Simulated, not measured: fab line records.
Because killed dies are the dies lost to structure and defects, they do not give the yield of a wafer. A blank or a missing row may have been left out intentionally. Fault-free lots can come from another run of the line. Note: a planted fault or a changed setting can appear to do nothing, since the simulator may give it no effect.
fab line records / flow gf180mcu
record: lots: 12 wafers: 36 last_day: 34
route steps=602 shown MIM@504
lots with no fault: from the same line, run without faults
start_h: the number of hours between the record's first day and the start of the first shown wafer of the lot / wait_h: hours since the lot's step before / " the same as in the row above / L1.1+2: several wafers, shown together as one row / - either no value or no given start / * or withheld: withheld / < > ~ a bound
route shown NAME@n: NAME is a module with steps in the file, n the number in the route of the first one / usual: mean/standard deviation of fault-free wafers / same: alike in all rows / chamber/n: place in a boat / sites: per-site readings / _std_site: how widely they spread, as a standard deviation / _edge_site: mean of outer sites minus mean of inner sites / radius_mm: for every site, how far away it sits from the centre of the wafer / mask NAME#n: copy n / behind: tool/chamber where the wafer was last shaped / hold: cause of the lot's hold/its duration in hours/its outcome / device: the transistor (n, p or np) that didn't switch / end of line: the same wafers' tests at the end of the route / a step without rows: its recipe alone / killed: dies lost to structure and defects at the first sort, not the wafer's yield / map: a wafer's dies, marking killed ones x, the rest . and places with no die _
set.NAME: setting as actually run; set.NAME@STEP: the setting as run at that earlier step / model.NAME: the simulator's own value behind a step, which no gauge read
one table for each step of the route and one row for each wafer, over a sample of lots
services: from which hour (start_h, from the record's first day; less than 0 if before it) a tool's chamber was out of use, for how many hours, and why
== steps ==
step: GF_MIM_SPUTTER_01
recipe: material: TiN target_thk_nm: 30 power_w: 6500 time_s: 25 chamber_pressure_pa: 0.4
usual: throttle_valve_pct: 29.7/0.63
same: time_s: 25
lot.wafer=L869.1 tool=pvd_sputter-04 chamber=- start_h=561.91 wait_h=0.1 throttle_valve_pct=29.1
lot.wafer=L869.2 tool=pvd_sputter-04 chamber=- start_h=561.91 wait_h=0.1 throttle_valve_pct=29.6
lot.wafer=L869.3 tool=pvd_sputter-04 chamber=- start_h=561.91 wait_h=0.1 throttle_valve_pct=29.2
lot.wafer=L870.1 tool=pvd_sputter-01 chamber=- start_h=568.47 wait_h=0.1 throttle_valve_pct=28.8
lot.wafer=L870.2 tool=pvd_sputter-01 chamber=- start_h=568.47 wait_h=0.1 throttle_valve_pct=29.4
lot.wafer=L870.4 tool=pvd_sputter-01 chamber=- start_h=568.47 wait_h=0.1 throttle_valve_pct=30.7
lot.wafer=L871.2 tool=pvd_sputter-04 chamber=- start_h=579.11 wait_h=0.1 throttle_valve_pct=29.3
lot.wafer=L871.5 tool=pvd_sputter-04 chamber=- start_h=579.11 wait_h=0.1 throttle_valve_pct=30.5
lot.wafer=L871.6 tool=pvd_sputter-04 chamber=- start_h=579.11 wait_h=0.1 throttle_valve_pct=29.3
lot.wafer=L872.1 tool=pvd_sputter-04 chamber=- start_h=583.02 wait_h=0.1 throttle_valve_pct=29.6
lot.wafer=L872.3 tool=pvd_sputter-04 chamber=- start_h=583.02 wait_h=0.1 throttle_valve_pct=29.1
lot.wafer=L872.6 tool=pvd_sputter-04 chamber=- start_h=583.02 wait_h=0.1 throttle_valve_pct=29.6
lot.wafer=L873.2 tool=pvd_sputter-03 chamber=- start_h=596.92 wait_h=0.1 throttle_valve_pct=30.7
lot.wafer=L873.5 tool=pvd_sputter-03 chamber=- start_h=596.92 wait_h=0.1 throttle_valve_pct=29.2
lot.wafer=L873.6 tool=pvd_sputter-03 chamber=- start_h=596.92 wait_h=0.1 throttle_valve_pct=30.3
lot.wafer=L874.1 tool=pvd_sputter-03 chamber=- start_h=607.25 wait_h=0.1 throttle_valve_pct=29.5
lot.wafer=L874.3 tool=pvd_sputter-03 chamber=- start_h=607.25 wait_h=0.1 throttle_valve_pct=30.4
lot.wafer=L874.6 tool=pvd_sputter-03 chamber=- start_h=607.25 wait_h=0.1 throttle_valve_pct=30.3
lot.wafer=L878.3 tool=pvd_sputter-04 chamber=- start_h=636.73 wait_h=0.1 throttle_valve_pct=29.3
lot.wafer=L878.5 tool=pvd_sputter-04 chamber=- start_h=636.73 wait_h=0.1 throttle_valve_pct=29.5
lot.wafer=L878.6 tool=pvd_sputter-04 chamber=- start_h=636.73 wait_h=0.1 throttle_valve_pct=29.2
lot.wafer=L884.2 tool=pvd_sputter-01 chamber=- start_h=679.39 wait_h=0.1 throttle_valve_pct=29.7
lot.wafer=L884.4 tool=pvd_sputter-01 chamber=- start_h=679.39 wait_h=0.1 throttle_valve_pct=28.6
lot.wafer=L884.5 tool=pvd_sputter-01 chamber=- start_h=679.39 wait_h=0.1 throttle_valve_pct=30.5
lot.wafer=L887.2 tool=pvd_sputter-04 chamber=- start_h=703.56 wait_h=0.1 throttle_valve_pct=29.5
lot.wafer=L887.3 tool=pvd_sputter-04 chamber=- start_h=703.56 wait_h=0.1 throttle_valve_pct=29.2
lot.wafer=L887.6 tool=pvd_sputter-04 chamber=- start_h=703.56 wait_h=0.1 throttle_valve_pct=29.4
lot.wafer=L888.3 tool=pvd_sputter-03 chamber=- start_h=707.48 wait_h=0.1 throttle_valve_pct=30.0
lot.wafer=L888.4 tool=pvd_sputter-03 chamber=- start_h=707.48 wait_h=0.1 throttle_valve_pct=30.4
lot.wafer=L888.5 tool=pvd_sputter-03 chamber=- start_h=707.48 wait_h=0.1 throttle_valve_pct=29.2
lot.wafer=L889.2 tool=pvd_sputter-01 chamber=- start_h=714.42 wait_h=0.1 throttle_valve_pct=29.0
lot.wafer=L889.3 tool=pvd_sputter-01 chamber=- start_h=714.42 wait_h=0.1 throttle_valve_pct=29.5
lot.wafer=L889.4 tool=pvd_sputter-01 chamber=- start_h=714.42 wait_h=0.1 throttle_valve_pct=30.8
lot.wafer=L892.2 tool=pvd_sputter-03 chamber=- start_h=729.98 wait_h=0.1 throttle_valve_pct=29.9
lot.wafer=L892.4 tool=pvd_sputter-03 chamber=- start_h=729.98 wait_h=0.1 throttle_valve_pct=30.5
lot.wafer=L892.5 tool=pvd_sputter-03 chamber=- start_h=729.98 wait_h=0.1 throttle_valve_pct=30.6
step: GF_MIM_SPUTTER_02
recipe: material: AlCu target_thk_nm: 450 power_w: 10600 time_s: 23.9 chamber_pressure_pa: 0.4
usual: throttle_valve_pct: 29.7/0.66
same: time_s: 23.9
lot.wafer=L869.1 tool=pvd_sputter-04 chamber=- start_h=561.95 wait_h=0.0 throttle_valve_pct=29.4
lot.wafer=L869.2 tool=pvd_sputter-04 chamber=- start_h=561.95 wait_h=0.0 throttle_valve_pct=29.5
lot.wafer=L869.3 tool=pvd_sputter-04 chamber=- start_h=561.95 wait_h=0.0 throttle_valve_pct=29.3
lot.wafer=L870.1 tool=pvd_sputter-01 chamber=- start_h=568.50 wait_h=0.0 throttle_valve_pct=28.5
lot.wafer=L870.2 tool=pvd_sputter-01 chamber=- start_h=568.50 wait_h=0.0 throttle_valve_pct=29.5
lot.wafer=L870.4 tool=pvd_sputter-01 chamber=- start_h=568.50 wait_h=0.0 throttle_valve_pct=30.7
lot.wafer=L871.2 tool=pvd_sputter-04 chamber=- start_h=579.14 wait_h=0.0 throttle_valve_pct=29.3
lot.wafer=L871.5 tool=pvd_sputter-04 chamber=- start_h=579.14 wait_h=0.0 throttle_valve_pct=30.6
lot.wafer=L871.6 tool=pvd_sputter-04 chamber=- start_h=579.14 wait_h=0.0 throttle_valve_pct=29.4
lot.wafer=L872.1 tool=pvd_sputter-04 chamber=- start_h=583.05 wait_h=0.0 throttle_valve_pct=29.5
lot.wafer=L872.3 tool=pvd_sputter-04 chamber=- start_h=583.05 wait_h=0.0 throttle_valve_pct=29.3
lot.wafer=L872.6 tool=pvd_sputter-04 chamber=- start_h=583.05 wait_h=0.0 throttle_valve_pct=29.3
lot.wafer=L873.2 tool=pvd_sputter-03 chamber=- start_h=596.95 wait_h=0.0 throttle_valve_pct=30.7
lot.wafer=L873.5 tool=pvd_sputter-03 chamber=- start_h=596.95 wait_h=0.0 throttle_valve_pct=29.5
lot.wafer=L873.6 tool=pvd_sputter-03 chamber=- start_h=596.95 wait_h=0.0 throttle_valve_pct=30.5
lot.wafer=L874.1 tool=pvd_sputter-03 chamber=- start_h=607.28 wait_h=0.0 throttle_valve_pct=29.3
lot.wafer=L874.3 tool=pvd_sputter-03 chamber=- start_h=607.28 wait_h=0.0 throttle_valve_pct=30.4
lot.wafer=L874.6 tool=pvd_sputter-03 chamber=- start_h=607.28 wait_h=0.0 throttle_valve_pct=30.7
lot.wafer=L878.3 tool=pvd_sputter-04 chamber=- start_h=636.76 wait_h=0.0 throttle_valve_pct=29.6
lot.wafer=L878.5 tool=pvd_sputter-04 chamber=- start_h=636.76 wait_h=0.0 throttle_valve_pct=29.3
lot.wafer=L878.6 tool=pvd_sputter-04 chamber=- start_h=636.76 wait_h=0.0 throttle_valve_pct=28.9
lot.wafer=L884.2 tool=pvd_sputter-01 chamber=- start_h=679.43 wait_h=0.0 throttle_valve_pct=29.5
lot.wafer=L884.4 tool=pvd_sputter-01 chamber=- start_h=679.43 wait_h=0.0 throttle_valve_pct=28.7
lot.wafer=L884.5 tool=pvd_sputter-01 chamber=- start_h=679.43 wait_h=0.0 throttle_valve_pct=30.8
lot.wafer=L887.2 tool=pvd_sputter-04 chamber=- start_h=703.59 wait_h=0.0 throttle_valve_pct=29.4
lot.wafer=L887.3 tool=pvd_sputter-04 chamber=- start_h=703.59 wait_h=0.0 throttle_valve_pct=29.5
lot.wafer=L887.6 tool=pvd_sputter-04 chamber=- start_h=703.59 wait_h=0.0 throttle_valve_pct=29.1
lot.wafer=L888.3 tool=pvd_sputter-03 chamber=- start_h=707.51 wait_h=0.0 throttle_valve_pct=29.6
lot.wafer=L888.4 tool=pvd_sputter-03 chamber=- start_h=707.51 wait_h=0.0 throttle_valve_pct=30.5
lot.wafer=L888.5 tool=pvd_sputter-03 chamber=- start_h=707.51 wait_h=0.0 throttle_valve_pct=29.2
lot.wafer=L889.2 tool=pvd_sputter-01 chamber=- start_h=714.45 wait_h=0.0 throttle_valve_pct=29.3
lot.wafer=L889.3 tool=pvd_sputter-01 chamber=- start_h=714.45 wait_h=0.0 throttle_valve_pct=29.4
lot.wafer=L889.4 tool=pvd_sputter-01 chamber=- start_h=714.45 wait_h=0.0 throttle_valve_pct=31.0
lot.wafer=L892.2 tool=pvd_sputter-03 chamber=- start_h=730.01 wait_h=0.0 throttle_valve_pct=29.7
lot.wafer=L892.4 tool=pvd_sputter-03 chamber=- start_h=730.01 wait_h=0.0 throttle_valve_pct=30.8
lot.wafer=L892.5 tool=pvd_sputter-03 chamber=- start_h=730.01 wait_h=0.0 throttle_valve_pct=30.7
step: GF_MIM_CVD_05
recipe: material: Si3N4 target_thk_nm: 42 temp_max_c: 400 temp_c: 385 time_s: 29.086 rf_w: 450
usual: heater_power_w: 698/73 run_length_s: 56.8/0.63
lot.wafer=L869.1 tool=pecvd-01 chamber=0 start_h=562.04 wait_h=0.0 heater_power_w=755 run_length_s=57.3
lot.wafer=L869.2 tool=pecvd-01 chamber=1 start_h=562.04 wait_h=0.0 heater_power_w=608 run_length_s=56.4
lot.wafer=L869.3 tool=pecvd-01 chamber=2 start_h=562.04 wait_h=0.0 heater_power_w=704 run_length_s=57.2
lot.wafer=L870.1 tool=pecvd-01 chamber=0 start_h=568.59 wait_h=0.0 heater_power_w=800 run_length_s=57.8
lot.wafer=L870.2 tool=pecvd-01 chamber=1 start_h=568.59 wait_h=0.0 heater_power_w=688 run_length_s=56.6
lot.wafer=L870.4 tool=pecvd-01 chamber=2 start_h=568.59 wait_h=0.0 heater_power_w=606 run_length_s=56.5
lot.wafer=L871.2 tool=pecvd-01 chamber=2 start_h=579.23 wait_h=0.0 heater_power_w=693 run_length_s=56.0
lot.wafer=L871.5 tool=pecvd-01 chamber=0 start_h=579.23 wait_h=0.0 heater_power_w=743 run_length_s=57.7
lot.wafer=L871.6 tool=pecvd-01 chamber=2 start_h=579.23 wait_h=0.0 heater_power_w=701 run_length_s=56.4
lot.wafer=L872.1 tool=pecvd-01 chamber=1 start_h=583.14 wait_h=0.0 heater_power_w=666 run_length_s=56.1
lot.wafer=L872.3 tool=pecvd-01 chamber=2 start_h=583.14 wait_h=0.0 heater_power_w=709 run_length_s=56.9
lot.wafer=L872.6 tool=pecvd-01 chamber=0 start_h=583.14 wait_h=0.0 heater_power_w=775 run_length_s=57.3
lot.wafer=L873.2 tool=pecvd-01 chamber=1 start_h=597.04 wait_h=0.0 heater_power_w=723 run_length_s=56.5
lot.wafer=L873.5 tool=pecvd-01 chamber=1 start_h=597.04 wait_h=0.0 heater_power_w=714 run_length_s=56.6
lot.wafer=L873.6 tool=pecvd-01 chamber=0 start_h=597.04 wait_h=0.0 heater_power_w=677 run_length_s=57.4
lot.wafer=L874.1 tool=pecvd-01 chamber=1 start_h=607.37 wait_h=0.0 heater_power_w=672 run_length_s=56.4
lot.wafer=L874.3 tool=pecvd-01 chamber=2 start_h=607.37 wait_h=0.0 heater_power_w=703 run_length_s=56.7
lot.wafer=L874.6 tool=pecvd-01 chamber=2 start_h=607.37 wait_h=0.0 heater_power_w=711 run_length_s=56.2
lot.wafer=L878.3 tool=pecvd-03 chamber=0 start_h=636.85 wait_h=0.0 heater_power_w=600 run_length_s=56.5
lot.wafer=L878.5 tool=pecvd-03 chamber=2 start_h=636.85 wait_h=0.0 heater_power_w=741 run_length_s=56.6
lot.wafer=L878.6 tool=pecvd-03 chamber=0 start_h=636.85 wait_h=0.0 heater_power_w=610 run_length_s=56.7
lot.wafer=L884.2 tool=pecvd-01 chamber=1 start_h=679.52 wait_h=0.0 heater_power_w=715 run_length_s=57.0
lot.wafer=L884.4 tool=pecvd-01 chamber=2 start_h=679.52 wait_h=0.0 heater_power_w=620 run_length_s=54.7
lot.wafer=L884.5 tool=pecvd-01 chamber=1 start_h=679.52 wait_h=0.0 heater_power_w=716 run_length_s=57.0
lot.wafer=L887.2 tool=pecvd-01 chamber=2 start_h=703.68 wait_h=0.0 heater_power_w=705 run_length_s=54.6
lot.wafer=L887.3 tool=pecvd-01 chamber=0 start_h=703.68 wait_h=0.0 heater_power_w=657 run_length_s=57.3
lot.wafer=L887.6 tool=pecvd-01 chamber=1 start_h=703.68 wait_h=0.0 heater_power_w=712 run_length_s=56.8
lot.wafer=L888.3 tool=pecvd-03 chamber=2 start_h=707.60 wait_h=0.0 heater_power_w=743 run_length_s=56.2
lot.wafer=L888.4 tool=pecvd-03 chamber=1 start_h=707.60 wait_h=0.0 heater_power_w=705 run_length_s=57.2
lot.wafer=L888.5 tool=pecvd-03 chamber=0 start_h=707.60 wait_h=0.0 heater_power_w=574 run_length_s=56.8
lot.wafer=L889.2 tool=pecvd-03 chamber=1 start_h=714.54 wait_h=0.0 heater_power_w=850 run_length_s=57.0
lot.wafer=L889.3 tool=pecvd-03 chamber=0 start_h=714.54 wait_h=0.0 heater_power_w=648 run_length_s=57.0
lot.wafer=L889.4 tool=pecvd-03 chamber=2 start_h=714.54 wait_h=0.0 heater_power_w=769 run_length_s=56.4
lot.wafer=L892.2 tool=pecvd-02 chamber=2 start_h=730.10 wait_h=0.0 heater_power_w=743 run_length_s=57.1
lot.wafer=L892.4 tool=pecvd-02 chamber=1 start_h=730.10 wait_h=0.0 heater_power_w=621 run_length_s=56.7
lot.wafer=L892.5 tool=pecvd-02 chamber=2 start_h=730.10 wait_h=0.0 heater_power_w=743 run_length_s=57.2
step: GF_MIM_THK_MEAS_06
recipe: reads: Si3N4_of_MIM_CVD_05
usual: MIM_CVD_05_THK: 42.0/0.53
lot.wafer=L869.1 tool=film_metro-03 chamber=- start_h=562.07 wait_h=0.0 hold=- MIM_CVD_05_THK[nm]=41.8
lot.wafer=L869.2 tool=film_metro-03 chamber=- start_h=562.07 wait_h=0.0 hold=- MIM_CVD_05_THK[nm]=41.9
lot.wafer=L869.3 tool=film_metro-03 chamber=- start_h=562.07 wait_h=0.0 hold=- MIM_CVD_05_THK[nm]=41.9
lot.wafer=L870.1 tool=film_metro-03 chamber=- start_h=568.62 wait_h=0.0 hold=- MIM_CVD_05_THK[nm]=41.9
lot.wafer=L870.2 tool=film_metro-03 chamber=- start_h=568.62 wait_h=0.0 hold=- MIM_CVD_05_THK[nm]=42.2
lot.wafer=L870.4 tool=film_metro-03 chamber=- start_h=568.62 wait_h=0.0 hold=- MIM_CVD_05_THK[nm]=43.0
lot.wafer=L871.2 tool=film_metro-03 chamber=- start_h=579.27 wait_h=0.0 hold=- MIM_CVD_05_THK[nm]=42.2
lot.wafer=L871.5 tool=film_metro-03 chamber=- start_h=579.27 wait_h=0.0 hold=- MIM_CVD_05_THK[nm]=41.9
lot.wafer=L871.6 tool=film_metro-03 chamber=- start_h=579.27 wait_h=0.0 hold=- MIM_CVD_05_THK[nm]=42.2
lot.wafer=L872.1 tool=film_metro-02 chamber=- start_h=583.17 wait_h=0.0 hold=- MIM_CVD_05_THK[nm]=41.5
lot.wafer=L872.3 tool=film_metro-02 chamber=- start_h=583.17 wait_h=0.0 hold=- MIM_CVD_05_THK[nm]=41.5
lot.wafer=L872.6 tool=film_metro-02 chamber=- start_h=583.17 wait_h=0.0 hold=- MIM_CVD_05_THK[nm]=42.1
lot.wafer=L873.2 tool=film_metro-01 chamber=- start_h=597.08 wait_h=0.0 hold=- MIM_CVD_05_THK[nm]=41.3
lot.wafer=L873.5 tool=film_metro-01 chamber=- start_h=597.08 wait_h=0.0 hold=- MIM_CVD_05_THK[nm]=42.4
lot.wafer=L873.6 tool=film_metro-01 chamber=- start_h=597.08 wait_h=0.0 hold=- MIM_CVD_05_THK[nm]=41.3
lot.wafer=L874.1 tool=film_metro-01 chamber=- start_h=607.40 wait_h=0.0 hold=- MIM_CVD_05_THK[nm]=41.9
lot.wafer=L874.3 tool=film_metro-01 chamber=- start_h=607.40 wait_h=0.0 hold=- MIM_CVD_05_THK[nm]=41.7
lot.wafer=L874.6 tool=film_metro-01 chamber=- start_h=607.40 wait_h=0.0 hold=- MIM_CVD_05_THK[nm]=42.4
lot.wafer=L878.3 tool=film_metro-02 chamber=- start_h=636.90 wait_h=0.0 hold=- MIM_CVD_05_THK[nm]=42.0
lot.wafer=L878.5 tool=film_metro-02 chamber=- start_h=636.90 wait_h=0.0 hold=- MIM_CVD_05_THK[nm]=42.4
lot.wafer=L878.6 tool=film_metro-02 chamber=- start_h=636.90 wait_h=0.0 hold=- MIM_CVD_05_THK[nm]=42.6
lot.wafer=L884.2 tool=film_metro-01 chamber=- start_h=679.56 wait_h=0.0 hold=await_dispo/0.2h/release MIM_CVD_05_THK[nm]=41.1
lot.wafer=L884.4 tool=film_metro-01 chamber=- start_h=679.56 wait_h=0.0 hold=await_dispo/0.2h/release MIM_CVD_05_THK[nm]=39.6
lot.wafer=L884.5 tool=film_metro-01 chamber=- start_h=679.56 wait_h=0.0 hold=await_dispo/0.2h/release MIM_CVD_05_THK[nm]=41.7
lot.wafer=L884.2 tool=film_metro-01 chamber=- start_h=679.78 wait_h=0.2 hold=- MIM_CVD_05_THK[nm]=41.1
lot.wafer=L884.4 tool=film_metro-01 chamber=- start_h=679.78 wait_h=0.2 hold=- MIM_CVD_05_THK[nm]=39.7
lot.wafer=L884.5 tool=film_metro-01 chamber=- start_h=679.78 wait_h=0.2 hold=- MIM_CVD_05_THK[nm]=41.7
lot.wafer=L887.2 tool=film_metro-01 chamber=- start_h=703.72 wait_h=0.0 hold=await_dispo/0.2h/release MIM_CVD_05_THK[nm]=38.9
lot.wafer=L887.3 tool=film_metro-01 chamber=- start_h=703.72 wait_h=0.0 hold=await_dispo/0.2h/release MIM_CVD_05_THK[nm]=41.5
lot.wafer=L887.6 tool=film_metro-01 chamber=- start_h=703.72 wait_h=0.0 hold=await_dispo/0.2h/release MIM_CVD_05_THK[nm]=42.4
lot.wafer=L887.2 tool=film_metro-01 chamber=- start_h=703.95 wait_h=0.2 hold=- MIM_CVD_05_THK[nm]=38.9
lot.wafer=L887.3 tool=film_metro-01 chamber=- start_h=703.95 wait_h=0.2 hold=- MIM_CVD_05_THK[nm]=41.4
lot.wafer=L887.6 tool=film_metro-01 chamber=- start_h=703.95 wait_h=0.2 hold=- MIM_CVD_05_THK[nm]=42.4
lot.wafer=L888.3 tool=film_metro-03 chamber=- start_h=707.65 wait_h=0.0 hold=- MIM_CVD_05_THK[nm]=41.7
lot.wafer=L888.4 tool=film_metro-03 chamber=- start_h=707.65 wait_h=0.0 hold=- MIM_CVD_05_THK[nm]=42.5
lot.wafer=L888.5 tool=film_metro-03 chamber=- start_h=707.65 wait_h=0.0 hold=- MIM_CVD_05_THK[nm]=43.0
lot.wafer=L889.2 tool=film_metro-01 chamber=- start_h=714.59 wait_h=0.0 hold=- MIM_CVD_05_THK[nm]=42.5
lot.wafer=L889.3 tool=film_metro-01 chamber=- start_h=714.59 wait_h=0.0 hold=- MIM_CVD_05_THK[nm]=42.3
lot.wafer=L889.4 tool=film_metro-01 chamber=- start_h=714.59 wait_h=0.0 hold=- MIM_CVD_05_THK[nm]=42.5
lot.wafer=L892.2 tool=film_metro-02 chamber=- start_h=730.14 wait_h=0.0 hold=- MIM_CVD_05_THK[nm]=41.8
lot.wafer=L892.4 tool=film_metro-02 chamber=- start_h=730.14 wait_h=0.0 hold=- MIM_CVD_05_THK[nm]=41.7
lot.wafer=L892.5 tool=film_metro-02 chamber=- start_h=730.14 wait_h=0.0 hold=- MIM_CVD_05_THK[nm]=41.7
step: GF_MIM_SPUTTER_09
recipe: material: TiN target_thk_nm: 35 power_w: 6500 time_s: 29.2 chamber_pressure_pa: 0.4
usual: throttle_valve_pct: 29.7/0.63
same: time_s: 29.2
lot.wafer=L869.1 tool=pvd_sputter-03 chamber=- start_h=562.20 wait_h=0.0 throttle_valve_pct=29.3
lot.wafer=L869.2 tool=pvd_sputter-03 chamber=- start_h=562.20 wait_h=0.0 throttle_valve_pct=29.8
lot.wafer=L869.3 tool=pvd_sputter-03 chamber=- start_h=562.20 wait_h=0.0 throttle_valve_pct=30.0
lot.wafer=L870.1 tool=pvd_sputter-03 chamber=- start_h=568.75 wait_h=0.0 throttle_valve_pct=30.6
lot.wafer=L870.2 tool=pvd_sputter-03 chamber=- start_h=568.75 wait_h=0.0 throttle_valve_pct=29.2
lot.wafer=L870.4 tool=pvd_sputter-03 chamber=- start_h=568.75 wait_h=0.0 throttle_valve_pct=29.9
lot.wafer=L871.2 tool=pvd_sputter-03 chamber=- start_h=579.39 wait_h=0.0 throttle_valve_pct=30.7
lot.wafer=L871.5 tool=pvd_sputter-03 chamber=- start_h=579.39 wait_h=0.0 throttle_valve_pct=29.4
lot.wafer=L871.6 tool=pvd_sputter-03 chamber=- start_h=579.39 wait_h=0.0 throttle_valve_pct=29.7
lot.wafer=L872.1 tool=pvd_sputter-01 chamber=- start_h=583.30 wait_h=0.0 throttle_valve_pct=30.6
lot.wafer=L872.3 tool=pvd_sputter-01 chamber=- start_h=583.30 wait_h=0.0 throttle_valve_pct=28.7
lot.wafer=L872.6 tool=pvd_sputter-01 chamber=- start_h=583.30 wait_h=0.0 throttle_valve_pct=28.5
lot.wafer=L873.2 tool=pvd_sputter-01 chamber=- start_h=597.20 wait_h=0.0 throttle_valve_pct=30.5
lot.wafer=L873.5 tool=pvd_sputter-01 chamber=- start_h=597.20 wait_h=0.0 throttle_valve_pct=30.8
lot.wafer=L873.6 tool=pvd_sputter-01 chamber=- start_h=597.20 wait_h=0.0 throttle_valve_pct=29.3
lot.wafer=L874.1 tool=pvd_sputter-01 chamber=- start_h=607.53 wait_h=0.0 throttle_valve_pct=29.4
lot.wafer=L874.3 tool=pvd_sputter-01 chamber=- start_h=607.53 wait_h=0.0 throttle_valve_pct=29.4
lot.wafer=L874.6 tool=pvd_sputter-01 chamber=- start_h=607.53 wait_h=0.0 throttle_valve_pct=29.2
lot.wafer=L878.3 tool=pvd_sputter-01 chamber=- start_h=637.01 wait_h=0.0 throttle_valve_pct=28.4
lot.wafer=L878.5 tool=pvd_sputter-01 chamber=- start_h=637.01 wait_h=0.0 throttle_valve_pct=29.6
lot.wafer=L878.6 tool=pvd_sputter-01 chamber=- start_h=637.01 wait_h=0.0 throttle_valve_pct=29.7
lot.wafer=L884.2 tool=pvd_sputter-03 chamber=- start_h=681.84 wait_h=0.0 throttle_valve_pct=29.5
lot.wafer=L884.4 tool=pvd_sputter-03 chamber=- start_h=681.84 wait_h=0.0 throttle_valve_pct=29.9
lot.wafer=L884.5 tool=pvd_sputter-03 chamber=- start_h=681.84 wait_h=0.0 throttle_valve_pct=30.0
lot.wafer=L888.3 tool=pvd_sputter-01 chamber=- start_h=707.76 wait_h=0.0 throttle_valve_pct=29.0
lot.wafer=L888.4 tool=pvd_sputter-01 chamber=- start_h=707.76 wait_h=0.0 throttle_valve_pct=29.5
lot.wafer=L888.5 tool=pvd_sputter-01 chamber=- start_h=707.76 wait_h=0.0 throttle_valve_pct=28.7
lot.wafer=L887.2 tool=pvd_sputter-01 chamber=- start_h=711.77 wait_h=0.0 throttle_valve_pct=30.4
lot.wafer=L887.3 tool=pvd_sputter-01 chamber=- start_h=711.77 wait_h=0.0 throttle_valve_pct=29.7
lot.wafer=L887.6 tool=pvd_sputter-01 chamber=- start_h=711.77 wait_h=0.0 throttle_valve_pct=28.8
lot.wafer=L889.2 tool=pvd_sputter-03 chamber=- start_h=714.70 wait_h=0.0 throttle_valve_pct=29.9
lot.wafer=L889.3 tool=pvd_sputter-03 chamber=- start_h=714.70 wait_h=0.0 throttle_valve_pct=29.1
lot.wafer=L889.4 tool=pvd_sputter-03 chamber=- start_h=714.70 wait_h=0.0 throttle_valve_pct=30.1
lot.wafer=L892.2 tool=pvd_sputter-04 chamber=- start_h=730.26 wait_h=0.0 throttle_valve_pct=30.6
lot.wafer=L892.4 tool=pvd_sputter-04 chamber=- start_h=730.26 wait_h=0.0 throttle_valve_pct=29.1
lot.wafer=L892.5 tool=pvd_sputter-04 chamber=- start_h=730.26 wait_h=0.0 throttle_valve_pct=29.3
== services ==
tool=pvd_sputter-03 chamber=1 start_h=583.68 hours=- kind=consumable_replace:kit
tool=pvd_sputter-03 chamber=1 start_h=583.68 hours=18.0 kind=scheduled_down
tool=pvd_sputter-03 chamber=1 start_h=583.68 hours=18.0 kind=vent_cycle
tool=pvd_sputter-01 chamber=- start_h=588.96 hours=2.7 kind=repair
tool=pecvd-03 chamber=- start_h=591.12 hours=14.0 kind=pm
tool=pvd_sputter-04 chamber=- start_h=599.64 hours=5.3 kind=repair
tool=pvd_sputter-03 chamber=- start_h=607.90 hours=12.7 kind=repair
tool=pecvd-01 chamber=- start_h=619.03 hours=1.1 kind=repair
tool=pvd_sputter-04 chamber=- start_h=625.41 hours=6.4 kind=repair
tool=pecvd-01 chamber=- start_h=630.16 hours=0.8 kind=repair
tool=pecvd-01 chamber=1 start_h=630.65 hours=2.0 kind=repair
tool=pecvd-02 chamber=0 start_h=633.55 hours=7.7 kind=repair
tool=pvd_sputter-04 chamber=- start_h=637.66 hours=4.2 kind=repair
tool=pecvd-03 chamber=- start_h=643.71 hours=5.5 kind=pm
tool=pecvd-03 chamber=- start_h=652.93 hours=53.9 kind=repair
tool=pecvd-03 chamber=2 start_h=653.76 hours=10.7 kind=repair
tool=pvd_sputter-03 chamber=0 start_h=661.19 hours=- kind=consumable_replace:kit
tool=pvd_sputter-03 chamber=0 start_h=661.19 hours=18.0 kind=scheduled_down
tool=pvd_sputter-03 chamber=- start_h=667.61 hours=5.5 kind=repair
tool=pecvd-03 chamber=0 start_h=667.75 hours=6.2 kind=repair
tool=pvd_sputter-04 chamber=- start_h=672.74 hours=0.7 kind=repair
tool=pvd_sputter-04 chamber=- start_h=705.16 hours=6.5 kind=repair
tool=pecvd-03 chamber=- start_h=725.14 hours=14.6 kind=pm
tool=pecvd-01 chamber=0 start_h=725.50 hours=16.9 kind=repair
== key ==
first_sign: step: GF_MIM_CVD_05 reading: run_length_s direction: down sigmas: 3.4 usual: * struck: *
effect: step: GF_MIM_THK_MEAS_06 reading: visit direction: added
effect: step: GF_MIM_THK_MEAS_06 reading: MIM_CVD_05_THK direction: down sigmas: 5.1 usual: 42.0 struck: 39.3
met_at GF_MIM_CVD_05
struck_lots L884,L887
struck_wafers L884.4,L887.2
not_acting_at GF_MIM_SPUTTER_01,GF_MIM_SPUTTER_02,GF_MIM_SPUTTER_09
onset_between 607.37 679.52
fault: kind: process_parameter_drift tool: pecvd-01 chamber: 2 onset_h: 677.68 steps: GF_MIM_CVD_05 channel: time_s offset: * shape: step end_h: 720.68 acts_in: * stated: *
